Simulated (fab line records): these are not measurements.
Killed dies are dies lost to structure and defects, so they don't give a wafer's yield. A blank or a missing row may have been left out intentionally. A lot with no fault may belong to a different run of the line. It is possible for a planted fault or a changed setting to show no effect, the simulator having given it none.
Which of the tools did it? ; flow sfq line ; 15 lots, 45 wafers sampled, at 2 steps of a route of 325

## WHAT THE GAUGES SHOWED, per wafer
SFQ_M6_OVL_MEAS_940.
lot;measured;on;M6_OVL (nm)
L825;day 66 11:48;overlay-01;7 10 8
L826;day 66 22:36;overlay-01;5 5 -1
L827;day 71 08:29;overlay-01;-5 2 -3
L828;day 71 10:53;overlay-01;-5 7 6
L829;day 71 12:05;overlay-02;5 -1 1
L830;day 72 11:39;overlay-01;-2 -1 0
L831;day 72 12:51;overlay-01;0 7 -3
L833;day 72 18:15;overlay-02;-8 -5 -2
L834;day 72 19:28;overlay-02;-9 -7 -8
L835;day 72 21:52;overlay-02;-5 0 -1
L837;day 73 02:39;overlay-02;1 5 7
L838;day 79 03:34;overlay-02;-5 5 2
L840;day 81 00:26;overlay-02;-5 -10 -4
L841;day 81 06:26;overlay-02;6 10 4
L842;day 84 22:28;overlay-01;-2 -7 -9

## TOOL THAT RAN EACH LOT (tool first, then ch and the chambers of the sampled wafers, then the start)
lot;SFQ_TRILAYER_I3_VIA_LITHO_COAT_090
L825;litho track-01 ch 0, day 44 04:43
L826;litho track-01 ch 0, day 44 10:46
L827;litho track-01 ch 0, day 44 13:47
L828;litho track-04 ch 0, day 44 16:49
L829;litho track-02 ch 0, day 44 19:57
L830;litho track-01 ch 0, day 45 21:15
L831;litho track-02 ch 0, day 46 02:48
L833;litho track-04 ch 0, day 51 14:49
L834;litho track-01 ch 0, day 51 20:55
L835;litho track-04 ch 0, day 52 04:13
L837;litho track-01 ch 0, day 52 07:07
L838;litho track-04 ch 0, day 52 11:55
L840;litho track-01 ch 0, day 52 17:55
L841;litho track-04 ch 0, day 52 20:55
L842;litho track-02 ch 0, day 52 22:15
- SFQ_TRILAYER_I3_VIA_LITHO_COAT_090: resist thk 62 nm.

## WHAT THE TOOLS THEMSELVES READ (means of the sampled wafers that have a number; where no wafer has one, the mark that the record gives instead)
SFQ_TRILAYER_I3_VIA_LITHO_COAT_090.
lot;tool;dispense pressure kPa (kPa);spin speed rpm (rpm)
L825;litho track-01;54;3000.9
L826;litho track-01;54;3000.7
L827;litho track-01;54;2999.4
L828;litho track-04;46;3001.5
L829;litho track-02;49;2999.9
L830;litho track-01;54;3000.9
L831;litho track-02;49;3001.8
L833;litho track-04;46;2999.5
L834;litho track-01;54;3000.0
L835;litho track-04;46;2952.8
L837;litho track-01;54;2998.9
L838;litho track-04;46;2955.3
L840;litho track-01;54;2999.6
L841;litho track-04;46;2956.6
L842;litho track-02;49;3001.0

## THE ANSWER, worked out from the rows above alone
Rule: usual is defined by the lots themselves. Put in order of their means at a reading, lots are off if they are a third of the lots or fewer, leave a main group of 4 or more, and stand apart from it by a gap of 3 or more times the standard deviation of the main group's means; of several such gaps the widest counts. Not used: any main group whose means are identical at the precision the tables above print for the reading. Also off: a lot with no number at a reading for which 4 or more lots have one. All remaining lots with rows at the step are treated as sound. Order of review: gauges by route order, followed by the tools' own readings, for which a lot's mean as printed above is used. The first step at which some lot is off is used, and at that step the reading that is off furthest; a lot without a number counts as furthest.
Off at SFQ_TRILAYER_I3_VIA_LITHO_COAT_090 (spin speed rpm): L835, L838, L841. Mean 3000.3 rpm and standard deviation 0.88 in the main group.
If a tool, at that step or one of the process steps before it, ran each lot that is off and ran no sound lot following the first of them, it fits. One candidate fits, namely litho track-04 at SFQ_TRILAYER_I3_VIA_LITHO_COAT_090. Its last sound lot is L833 (day 51 14:49), its first lot that is off L835 (day 52 04:13): a fault that began between those two fits.
The tool's own readings at SFQ_TRILAYER_I3_VIA_LITHO_COAT_090 bear it out: on the lots that are off they differ by more than 5 times the standard deviation of the sound lots' means. spin speed rpm reads 2954.9 rpm there against 3000.3 rpm on the sound lots.

## WHAT THE SIMULATOR PUT IN
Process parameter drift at SFQ_TRILAYER_I3_VIA_LITHO_COAT_090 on litho track-04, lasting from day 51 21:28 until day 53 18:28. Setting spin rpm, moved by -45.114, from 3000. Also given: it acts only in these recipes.
Lots struck among those shown: L835, L838, L841. The rule above reached the same finding.
